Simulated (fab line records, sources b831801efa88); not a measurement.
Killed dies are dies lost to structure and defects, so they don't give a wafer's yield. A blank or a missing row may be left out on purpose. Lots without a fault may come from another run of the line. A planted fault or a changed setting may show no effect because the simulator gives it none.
fab line records | flow gf180mcu
record lots=14 wafers=42 last_day=34
route steps=602 shown HV_LDD@210 M1@318 V1@350 M2@366
lots that met no fault: from a run of the same line without faults
start_h: hours from the record's first day to the start of the lot's first wafer shown | wait_h: hours since the lot's step before | " the same as in the row above | L1.1+2: a row that stands for several wafers | - no value, or no start given | * or withheld: withheld | < > ~ a bound
route shown NAME@n: a module of which the file shows steps, and the number in the route of the first | usual: mean/standard deviation of fault-free wafers | same: alike in all rows | chamber/n: place in a boat | sites: the reading at each site | _std_site: their standard deviation | _edge_site: outer sites' mean less inner sites' | radius_mm: how far each site lies from the wafer's centre | mask NAME#n: copy n | behind: the tool/chamber that last shaped the wafer | hold: why the lot was held/for how many hours/how that ended | device: the transistor (n, p or np) that didn't switch | end of line: the same wafers' tests at the end of the route | a step without rows: its recipe alone | killed: dies lost to structure and defects at the first sort, not the wafer's yield | map: a wafer's dies, x killed, . not, _ none there
set.NAME: the setting as run; set.NAME@STEP: as run at that earlier step | model.NAME: the simulator's own value behind a step, which no gauge read
steps of the route over a sample of lots; a table a step, a row a wafer
services: from which hour (start_h, from the record's first day; less than 0 if before it) a tool's chamber was out of use, for how many hours, and why
## steps
# step GF_HV_LDD_IMPLANT_34
# recipe species=P energy_kev=60 dose_cm2=7.5e+12 tilt_deg=30 rotation_deg=90
# usual beam_on_s=9.98/0.21 end_station_pressure_torr=5.03e-06/2.8e-07 faraday_current_uA=42.4/0.9
# columns lot.wafer tool chamber start_h wait_h beam_on_s end_station_pressure_torr faraday_current_uA
L285.2 implanter-02 0 251.85 0.1 9.94 5.3e-06 42.4
L285.3 " 0 " " 10.17 5.05e-06 41.6
L285.4 " 0 " " 9.81 4.72e-06 43.3
L286.3 implanter-04 0 264.63 0.1 10.22 4.84e-06 41.4
L286.5 " 0 " " 9.89 5.59e-06 42.5
L286.6 " 0 " " 9.72 5.15e-06 43.5
L287.2 implanter-04 0 266.25 0.1 9.48 4.77e-06 44.4
L287.3 " 0 " " 9.93 4.94e-06 42.7
L287.4 " 0 " " 10.00 5.1e-06 42.2
L290.1 implanter-04 0 285.21 0.1 10.39 5.2e-06 40.8
L290.3 " 0 " " 9.98 5.15e-06 42.3
L290.4 " 0 " " 10.10 5.13e-06 42.1
L295.2 implanter-01 0 329.34 0.1 10.86 4.499e-05 38.7
L295.4 " 0 " " 10.61 4.373e-05 39.8
L295.5 " 0 " " 10.54 4.165e-05 39.7
L297.1 implanter-01 0 349.46 0.1 10.97 4.134e-05 38.5
L297.2 " 0 " " 10.56 4.322e-05 39.9
L297.5 " 0 " " 10.71 4.554e-05 39.4
L299.2 implanter-04 0 357.98 0.1 9.77 5.01e-06 43.3
L299.3 " 0 " " 10.08 5.03e-06 41.9
L299.6 " 0 " " 9.94 4.86e-06 42.6
L301.1 implanter-02 0 379.81 0.1 10.03 4.75e-06 42.2
L301.4 " 0 " " 9.63 4.78e-06 44.0
L301.5 " 0 " " 10.02 5.25e-06 42.0
L302.1 implanter-04 0 383.57 0.1 9.74 5.06e-06 43.3
L302.2 " 0 " " 9.92 4.87e-06 42.8
L302.3 " 0 " " 10.13 4.46e-06 41.8
L304.1 implanter-02 0 399.96 0.1 10.10 4.51e-06 41.8
L304.2 " 0 " " 9.79 5.16e-06 43.2
L304.6 " 0 " " 9.79 4.58e-06 43.2
L305.1 implanter-01 0 412.92 0.1 10.09 5.09e-06 42.0
L305.2 " 0 " " 9.95 4.68e-06 42.6
L305.6 " 0 " " 10.26 5.15e-06 41.0
L306.1 implanter-04 0 434.62 0.1 10.02 5.05e-06 42.3
L306.2 " 0 " " 10.19 5.28e-06 41.6
L306.3 " 0 " " 9.97 4.97e-06 42.5
L307.1 implanter-01 0 438.72 0.1 10.10 4.95e-06 41.7
L307.2 " 0 " " 10.30 5.07e-06 41.0
L307.4 " 0 " " 10.15 4.86e-06 41.8
L308.1 implanter-02 0 450.76 0.1 9.87 4.79e-06 42.8
L308.3 " 0 " " 10.07 4.86e-06 41.9
L308.4 " 0 " " 9.80 5.02e-06 43.0
# step GF_M1_SPUTTER_03
# recipe material=Ti target_thk_nm=10 substrate_temp_c=300 chamber_pressure_pa=0.3 power_w=3000 time_s=6.7
# usual throttle_valve_pct=30.2/1.3
# columns lot.wafer tool chamber start_h wait_h throttle_valve_pct
L285.2 pvd_sputter-04 - 362.95 0.0 28.7
L285.3 " - " " 30.0
L285.4 " - " " 28.7
L286.3 pvd_sputter-02 - 373.42 0.0 29.6
L286.5 " - " " 29.5
L286.6 " - " " 33.0
L287.2 pvd_sputter-01 - 378.51 0.0 29.3
L287.3 " - " " 31.0
L287.4 " - " " 29.5
L290.1 pvd_sputter-02 - 399.06 0.0 32.9
L290.3 " - " " 29.7
L290.4 " - " " 29.8
L295.2 pvd_sputter-04 - 451.91 0.0 29.7
L295.4 " - " " 28.7
L295.5 " - " " 28.7
L297.1 pvd_sputter-04 - 473.20 0.0 28.7
L297.2 " - " " 29.9
L297.5 " - " " 28.9
L299.2 pvd_sputter-02 - 482.41 0.0 30.9
L299.3 " - " " 29.6
L299.6 " - " " 33.2
L301.1 pvd_sputter-02 - 506.47 0.0 29.8
L301.4 " - " " 31.1
L301.5 " - " " 29.9
L302.1 pvd_sputter-02 - 508.62 0.0 32.9
L302.2 " - " " 31.3
L302.3 " - " " 29.6
L304.1 pvd_sputter-04 - 526.61 0.0 29.8
L304.2 " - " " 28.8
L304.6 " - " " 28.7
L305.1 pvd_sputter-02 - 538.80 0.0 32.8
L305.2 " - " " 29.6
L305.6 " - " " 29.6
L306.1 pvd_sputter-04 - 560.33 0.0 28.6
L306.2 " - " " 29.9
L306.3 " - " " 29.8
L307.1 pvd_sputter-02 - 561.95 0.0 29.6
L307.2 " - " " 29.9
L307.4 " - " " 31.1
L308.1 pvd_sputter-01 - 575.32 0.0 31.0
L308.3 " - " " 29.3
L308.4 " - " " 29.4
# step GF_V1_OVL_MEAS_15
# usual V1_OVL=1/5.6
# columns lot.wafer tool chamber start_h wait_h V1_OVL[nm]
L285.2 overlay-01 - 409.90 0.1 5
L285.3 " - " " -5
L285.4 " - " " -2
L286.3 overlay-02 - 421.50 0.1 4
L286.5 " - " " -3
L286.6 " - " " -1
L287.2 overlay-02 - 427.22 0.1 2
L287.3 " - " " 6
L287.4 " - " " -3
L290.1 overlay-01 - 447.29 0.1 0
L290.3 " - " " 3
L290.4 " - " " -5
L295.2 overlay-01 - 501.02 0.1 4
L295.4 " - " " 4
L295.5 " - " " 6
L297.1 overlay-02 - 522.19 0.1 -7
L297.2 " - " " -13
L297.5 " - " " -7
L299.2 overlay-01 - 530.29 0.1 2
L299.3 " - " " 2
L299.6 " - " " 9
L301.1 overlay-01 - 553.84 0.1 -8
L301.4 " - " " -7
L301.5 " - " " -2
L302.1 overlay-02 - 556.04 0.1 5
L302.2 " - " " 4
L302.3 " - " " 5
L304.1 overlay-02 - 571.84 0.1 4
L304.2 " - " " 7
L304.6 " - " " 7
L305.1 overlay-02 - 583.79 0.1 3
L305.2 " - " " 4
L305.6 " - " " 3
L306.1 overlay-01 - 604.58 0.1 9
L306.2 " - " " 14
L306.3 " - " " 15
L307.1 overlay-01 - 606.69 0.1 2
L307.2 " - " " -1
L307.4 " - " " 8
L308.1 overlay-02 - 618.84 0.1 -9
L308.3 " - " " -10
L308.4 " - " " -11
# step GF_M2_SPUTTER_04
# recipe material=TiN target_thk_nm=50 power_w=6500 time_s=41.7 chamber_pressure_pa=0.4
# usual throttle_valve_pct=30.2/1.4
# columns lot.wafer tool chamber start_h wait_h throttle_valve_pct
L285.2 pvd_sputter-03 - 411.46 0.0 28.5
L285.3 " - " " 29.4
L285.4 " - " " 31.7
L286.3 pvd_sputter-02 - 423.40 0.0 32.8
L286.5 " - " " 31.2
L286.6 " - " " 29.6
L287.2 pvd_sputter-02 - 428.82 0.0 29.5
L287.3 " - " " 33.2
L287.4 " - " " 31.2
L290.1 pvd_sputter-04 - 448.97 0.0 29.9
L290.3 " - " " 29.4
L290.4 " - " " 29.0
L295.2 pvd_sputter-04 - 502.63 0.0 29.6
L295.4 " - " " 28.7
L295.5 " - " " 28.5
L297.1 pvd_sputter-04 - 523.78 0.0 29.7
L297.2 " - " " 29.5
L297.5 " - " " 29.4
L299.2 pvd_sputter-03 - 531.87 0.0 28.5
L299.3 " - " " 29.6
L299.6 " - " " 31.7
L301.1 pvd_sputter-04 - 555.51 0.0 28.7
L301.4 " - " " 30.1
L301.5 " - " " 29.8
L302.1 pvd_sputter-03 - 557.62 0.0 29.5
L302.2 " - " " 31.7
L302.3 " - " " 28.0
L304.1 pvd_sputter-03 - 573.41 0.0 29.3
L304.2 " - " " 28.5
L304.6 " - " " 31.6
L305.1 pvd_sputter-04 - 585.36 0.0 28.8
L305.2 " - " " 28.7
L305.6 " - " " 28.7
L306.1 pvd_sputter-02 - 606.19 0.0 33.1
L306.2 " - " " 29.6
L306.3 " - " " 31.1
L307.1 pvd_sputter-03 - 608.27 0.0 29.6
L307.2 " - " " 28.4
L307.4 " - " " 31.7
L308.1 pvd_sputter-03 - 620.44 0.0 29.5
L308.3 " - " " 28.3
L308.4 " - " " 31.7
## services
# columns tool chamber start_h hours kind
pvd_sputter-02 - 228.64 3.7 repair
implanter-01 - 229.69 2.5 repair
implanter-04 - 229.95 1.3 repair
pvd_sputter-03 - 233.07 9.8 repair
implanter-01 - 236.47 1.2 repair
implanter-04 - 237.96 2.8 pm
implanter-02 - 243.88 1.2 repair
pvd_sputter-02 - 245.74 4.4 repair
implanter-01 - 270.02 5.9 repair
implanter-01 - 281.08 2.5 pm
implanter-02 - 304.23 4.0 repair
pvd_sputter-03 - 320.39 3.4 repair
pvd_sputter-04 - 359.09 1.0 repair
implanter-02 - 370.71 7.2 pm
pvd_sputter-03 - 378.91 4.7 repair
implanter-04 - 394.60 2.1 repair
pvd_sputter-04 - 413.29 8.1 repair
implanter-04 - 436.74 3.5 pm
implanter-04 - 461.10 5.4 repair
implanter-02 - 479.24 0.6 repair
implanter-01 - 500.27 4.1 repair
pvd_sputter-04 - 535.79 6.6 repair
pvd_sputter-03 - 583.97 1.8 repair
implanter-04 - 585.64 1.6 repair
## key
first_sign step=GF_HV_LDD_IMPLANT_34 reading=end_station_pressure_torr direction=up sigmas=99+ usual=5.03e-06 struck=4.341e-05
effect step=GF_HV_LDD_IMPLANT_34 reading=beam_on_s direction=up sigmas=3.4 usual=9.98 struck=10.71
met_at GF_HV_LDD_IMPLANT_34
struck_lots L295,L297
tester_left_out L295,L297
not_acting_at GF_M1_SPUTTER_03,GF_V1_OVL_MEAS_15,GF_M2_SPUTTER_04
fault kind=process_parameter_drift tool=implanter-01 chamber=- onset_h=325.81 steps=GF_HV_LDD_IMPLANT_34 channel=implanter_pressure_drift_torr offset=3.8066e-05 shape=step end_h=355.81
fault kind=process_parameter_drift tool=implanter-01 chamber=- onset_h=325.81 steps=GF_HV_LDD_IMPLANT_34 channel=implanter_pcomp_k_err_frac offset=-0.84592 shape=step end_h=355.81
# tester_left_out: of these lots the tester's yield and bins aren't shown, on N5 and GAA mostly nor the transistor test; their killed dies are dies lost to structure and defects alone, not to doping, threshold or leakage, so they don't give the yield
